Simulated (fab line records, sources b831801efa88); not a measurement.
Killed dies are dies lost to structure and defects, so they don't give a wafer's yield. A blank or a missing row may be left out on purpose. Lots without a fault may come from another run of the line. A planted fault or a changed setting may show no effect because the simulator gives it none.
fab line records | flow gf180mcu
record lots=14 wafers=42 last_day=34
route steps=602 shown STI@15 V1@336
lots that met no fault: from a run of the same line without faults
start_h: hours from the record's first day to the start of the lot's first wafer shown | wait_h: hours since the lot's step before | " the same as in the row above | L1.1+2: a row that stands for several wafers | - no value, or no start given | * or withheld: withheld | < > ~ a bound
route shown NAME@n: a module of which the file shows steps, and the number in the route of the first | usual: mean/standard deviation of fault-free wafers | same: alike in all rows | chamber/n: place in a boat | sites: the reading at each site | _std_site: their standard deviation | _edge_site: outer sites' mean less inner sites' | radius_mm: how far each site lies from the wafer's centre | mask NAME#n: copy n | behind: the tool/chamber that last shaped the wafer | hold: why the lot was held/for how many hours/how that ended | device: the transistor (n, p or np) that didn't switch | end of line: the same wafers' tests at the end of the route | a step without rows: its recipe alone | killed: dies lost to structure and defects at the first sort, not the wafer's yield | map: a wafer's dies, x killed, . not, _ none there
set.NAME: the setting as run; set.NAME@STEP: as run at that earlier step | model.NAME: the simulator's own value behind a step, which no gauge read
steps of the route over a sample of lots; a table a step, a row a wafer
services: from which hour (start_h, from the record's first day; less than 0 if before it) a tool's chamber was out of use, for how many hours, and why
## steps
# step GF_STI_ETCH_14
# recipe target=Si chemistry=HBr/Cl2/O2 target_depth_nm=360 icp_w=600 bias_w=150 pressure_mtorr=15 HBr_flow_sccm=150 Cl2_flow_sccm=40 O2_flow_sccm=6 time_s=102.9
# usual drypump_motor_current_A=5.8/0.41 he_backside_leak_sccm=2.76/0.27 oes_product_au=1.001/0.013 run_length_s=131.2/0.52 throttle_valve_pct=25.658/0.013
# columns lot.wafer tool chamber start_h wait_h drypump_motor_current_A he_backside_leak_sccm oes_product_au rf_hours_counter_h run_length_s throttle_valve_pct
L796.1 rie_si-01 3 28.60 0.0 5.8 3.12 0.982 39 131.2 25.655
L796.3 " 1 " " 6.1 2.62 0.985 125 130.6 25.680
L796.5 " 1 " " 6.1 2.56 0.987 - 130.8 25.667
L797.2 rie_si-02 2 31.81 0.0 5.7 2.85 0.988 2 130.9 25.673
L797.3 " 1 " " 5.6 3.03 0.995 147 130.7 25.671
L797.6 " 1 " " 5.6 2.92 0.994 - 130.6 25.673
L798.2 rie_si-01 1 35.70 0.0 6.1 2.61 1.000 125 131.1 25.660
L798.3 " 3 " " 5.8 3.08 0.987 39 131.2 25.657
L798.5 " 1 " " 6.1 2.72 0.991 - 130.9 25.647
L799.2 rie_si-02 1 41.66 0.0 5.6 3.04 1.010 147 130.6 25.657
L799.3 " 0 " " 5.0 2.85 1.000 35 131.1 25.664
L799.5 " 1 " " 5.6 3.28 0.997 - 130.5 25.668
L800.1 rie_si-02 2 47.50 0.0 5.7 2.78 1.001 2 131.4 25.667
L800.2 " 1 " " 5.6 3.48 1.008 147 130.5 25.645
L800.5 " 3 " " 5.7 3.07 0.998 - 131.4 25.675
L801.3 rie_si-01 2 52.37 0.0 5.6 2.62 1.010 52 130.6 25.665
L801.5 " 1 " " 6.1 2.41 0.992 - 130.8 25.668
L801.6 " 2 " " 5.6 2.67 1.007 - 130.7 25.628
L802.4 rie_si-01 0 56.30 0.0 6.5 2.37 1.026 1 132.4 25.653
L802.5 " 2 " " 5.6 3.07 1.013 - 130.7 25.646
L802.6 " 3 " " 5.8 3.06 0.992 - 131.3 25.662
L803.1 rie_si-01 1 61.50 0.0 6.1 2.65 0.991 126 131.0 25.683
L803.2 " 0 " " 6.5 2.37 1.020 1 131.9 25.650
L803.3 " 3 " " 5.7 2.82 0.996 40 131.2 25.666
L806.1 rie_si-01 2 77.01 0.0 5.6 2.85 0.999 52 130.5 25.658
L806.4 " 0 " " 6.5 2.43 1.022 1 132.2 25.653
L806.5 " 3 " " 5.8 3.07 0.990 - 132.0 25.647
L809.3 rie_si-01 2 93.60 0.0 5.6 2.63 1.011 53 136.6 25.672
L809.5 " 3 " " 5.8 3.14 0.989 - 131.5 25.665
L809.6 " 0 " " 6.5 2.35 1.028 - 132.1 25.654
L812.1 rie_si-01 2 107.06 0.0 5.6 2.84 0.995 53 136.6 25.660
L812.2 " 1 " " 6.1 2.57 0.993 126 131.1 25.677
L812.3 " 3 " " 5.8 2.97 0.991 40 131.7 25.664
L814.3 rie_si-02 2 120.61 0.0 5.7 2.90 0.993 3 131.5 25.658
L814.5 " 0 " " 5.0 2.64 1.013 - 131.0 25.651
L814.6 " 1 " " 5.6 2.98 1.000 - 131.3 25.665
L817.1 rie_si-02 1 135.05 0.0 5.6 2.79 1.007 0 130.6 25.672
L817.3 " 0 " " 5.0 2.58 0.996 36 131.2 25.659
L817.5 " 0 " " 5.0 2.77 1.014 - 131.6 25.644
L818.1 rie_si-02 1 143.30 0.0 5.6 3.82 0.992 0 130.8 25.658
L818.3 " 2 " " 5.7 2.78 0.978 3 131.0 25.665
L818.5 " 3 " " 5.7 3.01 0.990 - 131.4 25.673
# step GF_V1_THK_MEAS_01
# recipe reads=SiO2_of_V1_CVD_00
# usual V1_CVD_00_THK=603/5.6
# columns lot.wafer tool chamber start_h wait_h V1_CVD_00_THK[nm]
L796.1 film_metro-01 - 395.78 0.0 593
L796.3 " - " " 598
L796.5 " - " " 595
L797.2 film_metro-01 - 400.13 0.0 598
L797.3 " - " " 599
L797.6 " - " " 610
L799.2 film_metro-03 - 409.75 0.0 600
L799.3 " - " " 594
L799.5 " - " " 608
L798.2 film_metro-01 - 412.25 0.0 603
L798.3 " - " " 594
L798.5 " - " " 599
L800.1 film_metro-03 - 426.08 0.0 604
L800.2 " - " " 601
L800.5 " - " " 603
L801.3 film_metro-03 - 433.25 0.1 604
L801.5 " - " " 609
L801.6 " - " " 601
L802.4 film_metro-01 - 445.11 0.0 606
L802.5 " - " " 606
L802.6 " - " " 595
L803.1 film_metro-02 - 451.22 0.0 596
L803.2 " - " " 599
L803.3 " - " " 601
L806.1 film_metro-03 - 479.72 0.0 596
L806.4 " - " " 600
L806.5 " - " " 609
L809.3 film_metro-01 - 511.95 0.1 604
L809.5 " - " " 604
L809.6 " - " " 602
L812.1 film_metro-01 - 544.25 0.0 605
L812.2 " - " " 609
L812.3 " - " " 611
L814.3 film_metro-02 - 554.26 0.1 605
L814.5 " - " " 613
L814.6 " - " " 595
L817.1 film_metro-01 - 565.46 0.0 602
L817.3 " - " " 603
L817.5 " - " " 607
L818.1 film_metro-02 - 579.59 0.0 604
L818.3 " - " " 608
L818.5 " - " " 602
# step GF_V1_THK_MEAS_03
# recipe reads=SiO2_of_V1_CVD_02
# usual V1_CVD_02_THK=849/11
# columns lot.wafer tool chamber start_h wait_h V1_CVD_02_THK[nm]
L796.1 film_metro-02 - 395.91 0.0 841
L796.3 " - " " 836
L796.5 " - " " 858
L797.2 film_metro-02 - 400.26 0.0 832
L797.3 " - " " 837
L797.6 " - " " 861
L799.2 film_metro-02 - 409.88 0.0 838
L799.3 " - " " 830
L799.5 " - " " 856
L798.2 film_metro-02 - 412.38 0.0 836
L798.3 " - " " 834
L798.5 " - " " 840
L800.1 film_metro-01 - 426.21 0.0 839
L800.2 " - " " 851
L800.5 " - " " 864
L801.3 film_metro-01 - 433.38 0.1 836
L801.5 " - " " 867
L801.6 " - " " 851
L802.4 film_metro-03 - 445.24 0.0 867
L802.5 " - " " 845
L802.6 " - " " 848
L803.1 film_metro-03 - 451.35 0.0 838
L803.2 " - " " 856
L803.3 " - " " 841
L806.1 film_metro-01 - 479.85 0.0 841
L806.4 " - " " 859
L806.5 " - " " 842
L809.3 film_metro-02 - 512.08 0.1 853
L809.5 " - " " 853
L809.6 " - " " 870
L812.1 film_metro-01 - 544.41 0.1 842
L812.2 " - " " 847
L812.3 " - " " 848
L814.3 film_metro-01 - 554.39 0.1 856
L814.5 " - " " 869
L814.6 " - " " 868
L817.1 film_metro-03 - 565.59 0.0 835
L817.3 " - " " 839
L817.5 " - " " 855
L818.1 film_metro-01 - 579.72 0.0 850
L818.3 " - " " 839
L818.5 " - " " 864
# step GF_V1_BOW_MEAS_05
# recipe mode=bow
# usual V1_BOW=80/6.7
# columns lot.wafer tool chamber start_h wait_h V1_BOW[um]
L796.1 film_metro-03 - 396.27 0.2 78
L796.3 " - " " 73
L796.5 " - " " 82
L797.2 film_metro-02 - 400.63 0.2 92
L797.3 " - " " 78
L797.6 " - " " 89
L799.2 film_metro-03 - 410.25 0.3 73
L799.3 " - " " 79
L799.5 " - " " 82
L798.2 film_metro-01 - 412.75 0.3 74
L798.3 " - " " 80
L798.5 " - " " 79
L800.1 film_metro-02 - 426.57 0.2 81
L800.2 " - " " 92
L800.5 " - " " 84
L801.3 film_metro-01 - 433.76 0.1 82
L801.5 " - " " 95
L801.6 " - " " 80
L802.4 film_metro-01 - 445.63 0.3 84
L802.5 " - " " 94
L802.6 " - " " 78
L803.1 film_metro-02 - 451.71 0.2 78
L803.2 " - " " 89
L803.3 " - " " 93
L806.1 film_metro-01 - 480.21 0.2 88
L806.4 " - " " 86
L806.5 " - " " 79
L809.3 film_metro-01 - 512.46 0.1 87
L809.5 " - " " 90
L809.6 " - " " 75
L812.1 film_metro-01 - 544.88 0.2 80
L812.2 " - " " 82
L812.3 " - " " 68
L814.3 film_metro-02 - 554.77 0.3 87
L814.5 " - " " 78
L814.6 " - " " 81
L817.1 film_metro-03 - 565.95 0.2 79
L817.3 " - " " 71
L817.5 " - " " 80
L818.1 film_metro-03 - 580.08 0.1 83
L818.3 " - " " 82
L818.5 " - " " 74
## services
# columns tool chamber start_h hours kind
rie_si-01 2 34.23 15.2 repair
rie_si-01 0 48.10 4.7 repair
rie_si-02 1 76.36 6.5 repair
rie_si-02 1 95.87 - clean
rie_si-02 1 95.87 13.6 scheduled_down
rie_si-02 1 95.87 13.6 vent_cycle
rie_si-02 2 100.46 3.4 repair
rie_si-01 - 120.59 4.0 pm
rie_si-02 2 130.14 7.3 repair
## key
first_sign step=GF_STI_ETCH_14 reading=run_length_s direction=up sigmas=10 usual=* struck=*
effect none on later readings
met_at GF_STI_ETCH_14
struck_lots L809,L812
struck_wafers L809.3,L812.1
tester_left_out L809,L812
not_acting_at GF_V1_THK_MEAS_01,GF_V1_THK_MEAS_03,GF_V1_BOW_MEAS_05
onset_between 77.01 93.60
fault kind=process_parameter_drift tool=rie_si-01 chamber=2 onset_h=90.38 steps=GF_STI_ETCH_14 channel=time_s offset=* shape=step end_h=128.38 acts_in=* stated=*
# tester_left_out: of these lots the tester's yield and bins aren't shown, on N5 and GAA mostly nor the transistor test; their killed dies are dies lost to structure and defects alone, not to doping, threshold or leakage, so they don't give the yield
